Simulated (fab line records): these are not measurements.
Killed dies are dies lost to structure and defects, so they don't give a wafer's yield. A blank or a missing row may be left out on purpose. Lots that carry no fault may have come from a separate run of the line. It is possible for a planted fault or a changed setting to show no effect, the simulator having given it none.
Problem report in the 8D (eight disciplines) form, filled by code	flow gf180mcu	the parts of the form that need people (team, actions taken, sign-off) are left out

1. WHAT WENT WRONG
Across 9 wafers from 3 lots, NWELL_TW at GF_NWELL_TW_MEAS_11 averages 1444, while fault-free wafers read 1573 with a standard deviation of 14. Relative to the usual mean, that is a shift of -9.2 standard deviations.
Earliest sighting: wafer L929.1 on film metro-01 at day 5 20:16. At this step, 36 wafers from 12 lots have a number in the record. Rule for "out" (also "out of limits"): further than 4 standard deviations from the usual mean. The other wafers with a number count as sound.

2. WHAT IT IS; WHAT IT IS NOT
question	is	is not
which readings at this step	NWELL_TW	-
which lots	L929, L930, L931	L919, L922, L923, L924, L936, L937, L938, L939, L941
which wafers of those lots	all that have a number	-
read on which gauges	film metro-01, film metro-02, film metro-03	-
when	from day 5 20:16	up to then (12 sound wafers); but 15 sound wafers of L936, L937, L938, L939, L941 came after

3. THE SUSPECTS, EACH WITH WHAT RULES IT OUT
Counting: a tool at any process step up to the reading remains a suspect when it ran all the lots that are out and ran no sound lot after the first of those.
- the gauge at GF_NWELL_TW_MEAS_11 is ruled out. Those wafers that are out were read across 3 gauges (film metro-01, film metro-02, film metro-03).
- implanter-03 at GF_NWELL_IMPLANT_08: kept. Every lot that is out went through it, starting with L929 (day 5 19:52), and after that it ran no sound lot; the last sound lot it ran before then is L922 (day 4 05:28).
Left after counting: implanter-03 at GF_NWELL_IMPLANT_08.

4. THE CAUSE (what the simulator had put in)
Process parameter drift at GF_NWELL_IMPLANT_08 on implanter-03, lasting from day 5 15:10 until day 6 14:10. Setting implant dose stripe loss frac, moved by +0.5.
Counting left only this tool.

5. THE EFFECT CHAIN, in route order
Each row: a reading whose mean over the struck wafers that have a number lies more than 3 standard deviations from the usual. Readings are gone through only where the record gives a usual standard deviation; hours: the median, over the lots, of the time from a lot's start at the first step in this table giving one to that lot's start at this step; sigmas: the change measured in usual standard deviations.
hours	step	reading	usual	on struck wafers	change	sigmas
0	GF_NWELL_TW_MEAS_11	NWELL_TW	1573	1444	-129	-9.2
117	GF_VT_IMPLANT_RS_MEAS_47	NWELL_RS	488.0 ohm/sq	578.8	+90.8	+70

6. HOW IT WOULD HAVE BEEN CAUGHT EARLIER
In this record the first reading out of limits at a measuring or inspecting step was taken at day 5 20:16, 5 hours after the fault began at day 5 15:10.
Lots out: 3; of these, L930, L931 started GF_NWELL_IMPLANT_08 on implanter-03 after day 5 20:16. A hold on the tool at that time would have spared those 2.
